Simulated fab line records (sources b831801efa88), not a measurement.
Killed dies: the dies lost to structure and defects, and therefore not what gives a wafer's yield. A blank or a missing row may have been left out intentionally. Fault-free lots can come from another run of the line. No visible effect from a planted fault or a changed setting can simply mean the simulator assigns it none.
fab line records    flow sky130    part 2 of 2: steps 28 to 36 of 36
record lots=5  wafers=15  lastDay=49
route steps=708 shown METAL2@500 VIA2@507 METAL3@532
lots that met no fault: from a run of the same line without faults
startH: hours from the record's opening day to when the first of the lot's shown wafers began    waitH: hours elapsed since this lot's preceding step    " as in the row above    L1.1+2: a single row standing in for several wafers    - no value present, or no start provided    * or withheld: withheld    < > ~ a bound
route shown NAME@n: names a module that has steps shown in the file, with the first one's number in the route    usual: average and standard deviation across the fault-free wafers    same: alike in all rows    chamber/n: place in a boat    sites: per-site readings    _std_site: standard deviation of those values    _edge_site: outer sites' mean less inner sites'    radiusMm: how far each site lies from the wafer's centre    mask NAME#n: copy n    behind: tool/chamber where the wafer was last shaped    hold: reason for holding the lot/hours on hold/outcome of the hold    device: transistor that didn't switch, given as n, p or np    end of line: the route-end tests of the same wafers    a step without rows: its recipe alone    killed: the dies lost at the first sort to structure and to defects; this is not the yield of the wafer    map: the dies of a wafer, with x for killed, . for not killed, _ for no die there
set.NAME: the setting as run; set.NAME@STEP: as run at that earlier step    model.NAME: the simulator's own value behind a step, which no gauge read
lots at selected steps of the route; one table per step, one row per wafer
services: a tool's chamber out of use, with start hour (startH, from the record's first day; less than 0 if before it), hours out, and reason
## steps
# step SKY_VIA2_SPUTTER_20
# recipe material=TiN  targetThkNm=20  chamberPressurePa=5  powerW=4000  timeS=80
# usual chamberPressurePa=5.000/0.01  throttleValvePct=29.9/1.3
lot.wafer  tool           chamber  startH  waitH  chamberPressurePa  throttleValvePct
L081.2     pvdSputter-01  -        908.46  0.0    5.017              31.6
L081.5     "              -        "       "      5.003              30.3
L081.6     "              -        "       "      4.990              30.3
L082.1     pvdSputter-02  -        918.89  0.0    5.010              29.8
L082.3     "              -        "       "      5.014              31.4
L082.4     "              -        "       "      5.004              29.7
L086.3     pvdSputter-02  -        942.35  0.0    4.999              30.8
L086.4     "              -        "       "      4.993              29.7
L086.6     "              -        "       "      4.995              29.6
L090.3     pvdSputter-04  -        979.26  0.0    4.993              28.5
L090.4     "              -        "       "      4.996              32.0
L090.6     "              -        "       "      4.997              31.0
L093.3     pvdSputter-04  -        991.21  0.0    4.994              28.3
L093.4     "              -        "       "      5.016              27.9
L093.5     "              -        "       "      5.014              28.2
# step SKY_VIA2_CVD_21
# recipe material=W  targetThkNm=420  timeS=126.4  tempC=400  pressureTorr=40
# usual chamberPressureTorr=39.99/0.084  heaterPowerW=803/37
lot.wafer  tool     chamber  startH  waitH  chamberPressureTorr  heaterPowerW
L081.2     cvdW-02  0        908.52  0.0    39.94                779
L081.5     "        1        "       "      39.96                802
L081.6     "        0        "       "      39.94                773
L082.1     cvdW-01  1        918.96  0.0    39.99                801
L082.3     "        1        "       "      40.08                822
L082.4     "        0        "       "      39.99                785
L086.3     cvdW-02  0        942.46  0.1    39.90                755
L086.4     "        1        "       "      39.89                783
L086.6     "        0        "       "      39.99                769
L090.3     cvdW-01  1        979.37  0.1    39.97                805
L090.4     "        0        "       "      40.13                786
L090.6     "        0        "       "      39.99                796
L093.3     cvdW-02  1        991.31  0.1    39.94                793
L093.4     "        0        "       "      39.97                776
L093.5     "        0        "       "      40.04                787
# step SKY_VIA2_RS_MEAS_22
# recipe thkMeasGauge=four-point-probe  reads=W_of_VIA2_CVD_21+TiN_of_VIA2_SPUTTER_20
# usual VIA2_W_RS=0.272/0.0048
lot.wafer  tool          chamber  startH  waitH  VIA2_W_RS[ohm/sq]
L081.2     filmMetro-02  -        908.68  0.1    0.277
L081.5     "             -        "       "      0.267
L081.6     "             -        "       "      0.276
L082.1     filmMetro-03  -        919.09  0.1    0.275
L082.3     "             -        "       "      0.272
L082.4     "             -        "       "      0.273
L086.3     filmMetro-03  -        942.58  0.1    0.275
L086.4     "             -        "       "      0.263
L086.6     "             -        "       "      0.277
L090.3     filmMetro-02  -        979.50  0.1    0.273
L090.4     "             -        "       "      0.274
L090.6     "             -        "       "      0.274
L093.3     filmMetro-04  -        991.44  0.1    0.265
L093.4     "             -        "       "      0.274
L093.5     "             -        "       "      0.273
# step SKY_VIA2_THK_MEAS_23
# recipe thkMeasGauge=xrf  reads=W_of_VIA2_CVD_21
# usual VIA2_W_THK=425/12
lot.wafer  tool          chamber  startH  waitH  VIA2_W_THK[nm]
L081.2     filmMetro-02  -        908.79  0.1    423
L081.5     "             -        "       "      441
L081.6     "             -        "       "      425
L082.1     filmMetro-03  -        919.21  0.1    408
L082.3     "             -        "       "      415
L082.4     "             -        "       "      411
L086.3     filmMetro-03  -        942.68  0.1    408
L086.4     "             -        "       "      429
L086.6     "             -        "       "      407
L090.3     filmMetro-02  -        979.60  0.1    438
L090.4     "             -        "       "      435
L090.6     "             -        "       "      439
L093.3     filmMetro-04  -        991.54  0.1    441
L093.4     "             -        "       "      425
L093.5     "             -        "       "      427
# step SKY_VIA2_CMP_24
# recipe stopOn=SiO2  tOverpolishS=20  downForcePsi=3.5  platenRpm=60  targetThkNm=0  padVelocityMS=0.94248
# usual motorCurrentA=11.3/1  overpolishRunS=19.999/0.0094  timeToEndpointS=101/5.4
lot.wafer  tool    chamber  startH  waitH  motorCurrentA  overpolishRunS  timeToEndpointS
L081.2     cmp-01  0        908.84  0.0    10.5           20.016          99
L081.5     "       0        "       "      11.1           19.987          104
L081.6     "       1        "       "      13.1           19.983          105
L082.3     cmp-02  3        919.52  0.3    11.0           19.997          109
L082.1     "       0        "       "      9.7            19.996          96
L082.4     "       1        "       "      10.1           19.998          99
L086.4     cmp-01  0        942.77  0.1    11.3           20.005          102
L086.3     "       2        "       "      10.1           19.992          104
L086.6     "       0        "       "      10.9           20.008          99
L090.3     cmp-01  1        979.64  0.0    12.7           20.014          109
L090.4     "       0        "       "      10.9           19.996          102
L090.6     "       2        "       "      10.6           20.005          107
L093.4     cmp-02  0        991.68  0.1    9.9            20.006          95
L093.3     "       1        "       "      10.6           20.015          102
L093.5     "       3        "       "      10.9           20.002          107
# step SKY_METAL3_SPUTTER_00
# recipe material=Ti  targetThkNm=15  powerW=3000  timeS=10  chamberPressurePa=0.4
# usual chamberPressurePa=0.3999/0.00083  throttleValvePct=30.2/1.2
lot.wafer  tool           chamber  startH  waitH  chamberPressurePa  throttleValvePct
L081.2     pvdSputter-04  -        909.14  0.2    0.4001             28.0
L081.5     "              -        "       "      0.4001             30.9
L081.6     "              -        "       "      0.3992             28.2
L082.1     pvdSputter-04  -        919.77  0.1    0.4000             28.2
L082.3     "              -        "       "      0.4000             30.8
L082.4     "              -        "       "      0.4003             31.7
L086.3     pvdSputter-01  -        943.02  0.1    0.3991             30.4
L086.4     "              -        "       "      0.4008             30.2
L086.6     "              -        "       "      0.3992             30.0
L090.3     pvdSputter-01  -        979.94  0.2    0.3996             30.2
L090.4     "              -        "       "      0.3994             30.0
L090.6     "              -        "       "      0.3986             30.1
L093.3     pvdSputter-01  -        991.88  0.1    0.4008             30.1
L093.4     "              -        "       "      0.4008             30.1
L093.5     "              -        "       "      0.4008             30.4
# step SKY_METAL3_SPUTTER_01
# recipe material=TiN  targetThkNm=20  powerW=6500  timeS=16.7  chamberPressurePa=0.4
# usual chamberPressurePa=0.4000/0.00087  throttleValvePct=30.2/1.3
lot.wafer  tool           chamber  startH  waitH  chamberPressurePa  throttleValvePct
L081.2     pvdSputter-04  -        909.16  0.0    0.3998             28.5
L081.5     "              -        "       "      0.3990             30.7
L081.6     "              -        "       "      0.4014             28.1
L082.1     pvdSputter-04  -        919.79  0.0    0.3993             28.2
L082.3     "              -        "       "      0.3993             31.0
L082.4     "              -        "       "      0.4001             31.8
L086.3     pvdSputter-01  -        943.05  0.0    0.4000             30.5
L086.4     "              -        "       "      0.4003             30.4
L086.6     "              -        "       "      0.3990             30.0
L090.3     pvdSputter-01  -        979.96  0.0    0.3990             30.1
L090.4     "              -        "       "      0.3992             29.8
L090.6     "              -        "       "      0.3993             30.0
L093.3     pvdSputter-01  -        991.90  0.0    0.4001             30.4
L093.4     "              -        "       "      0.3992             30.2
L093.5     "              -        "       "      0.3993             30.1
# step SKY_METAL3_SPUTTER_02
# recipe material=AlCu  targetThkNm=735  powerW=10600  timeS=39.1  chamberPressurePa=0.4
# usual chamberPressurePa=0.4000/0.00081  throttleValvePct=30.2/1.3
lot.wafer  tool           chamber  startH  waitH  chamberPressurePa  throttleValvePct
L081.2     pvdSputter-04  -        909.18  0.0    0.4001             28.1
L081.5     "              -        "       "      0.4004             31.0
L081.6     "              -        "       "      0.4001             28.2
L082.1     pvdSputter-04  -        919.82  0.0    0.3990             28.2
L082.3     "              -        "       "      0.3990             31.0
L082.4     "              -        "       "      0.4019             31.6
L086.3     pvdSputter-01  -        943.07  0.0    0.3993             30.7
L086.4     "              -        "       "      0.3997             30.4
L086.6     "              -        "       "      0.4015             30.0
L090.3     pvdSputter-01  -        979.98  0.0    0.3998             30.3
L090.4     "              -        "       "      0.3987             29.6
L090.6     "              -        "       "      0.3991             29.9
L093.3     pvdSputter-01  -        991.92  0.0    0.4001             30.2
L093.4     "              -        "       "      0.4013             30.1
L093.5     "              -        "       "      0.4004             30.1
# step SKY_METAL3_SPUTTER_03
# recipe material=Ti  targetThkNm=5  powerW=3000  timeS=3.3  chamberPressurePa=0.4
# usual chamberPressurePa=0.4000/0.00082  throttleValvePct=30.2/1.2
lot.wafer  tool           chamber  startH  waitH  chamberPressurePa  throttleValvePct
L081.2     pvdSputter-04  -        909.22  0.0    0.4002             28.0
L081.5     "              -        "       "      0.3996             31.1
L081.6     "              -        "       "      0.4002             28.4
L082.1     pvdSputter-04  -        919.86  0.0    0.3997             28.5
L082.3     "              -        "       "      0.3996             30.5
L082.4     "              -        "       "      0.3999             31.7
L086.3     pvdSputter-01  -        943.11  0.0    0.4004             30.6
L086.4     "              -        "       "      0.3994             30.1
L086.6     "              -        "       "      0.4003             30.1
L090.3     pvdSputter-01  -        980.02  0.0    0.3991             30.1
L090.4     "              -        "       "      0.4006             30.0
L090.6     "              -        "       "      0.3999             30.2
L093.3     pvdSputter-01  -        991.96  0.0    0.3996             30.2
L093.4     "              -        "       "      0.4005             30.1
L093.5     "              -        "       "      0.3984             30.2
## services
tool            chamber  startH  hours  kind
krfScanner-01   -        871.71  11.6   pm
pvdSputter-01   -        879.90  1.4    repair
krfScanner-02   -        883.26  0.8    pm
krfScanner-01   -        891.16  1.5    repair
krfScanner-01   -        897.36  1.3    pm
cvdW-01         -        904.00  14.0   pm
plasmaAsher-01  -        906.84  2.8    pm
krfScanner-01   -        911.40  0.8    pm
cmp-01          -        916.34  4.0    pm
plasmaAsher-01  -        925.67  0.8    repair
hdpcvd-01       0        930.12  4.1    repair
hdpcvd-02       -        930.60  0.7    repair
cvdW-02         -        938.36  1.0    repair
cvdW-01         -        946.31  0.5    repair
hdpcvd-01       2        946.85  3.4    repair
cvdW-01         -        948.87  4.1    repair
hdpcvd-01       -        950.25  15.0   pm
krfScanner-02   -        957.32  6.0    repair
rieDiel-03      3        958.26  2.3    repair
krfScanner-02   -        960.29  0.4    repair
rieDiel-03      -        970.71  0.4    repair
krfScanner-01   -        973.20  1.0    pm
pvdSputter-01   -        984.22  1.3    repair
krfScanner-01   -        988.84  0.3    repair
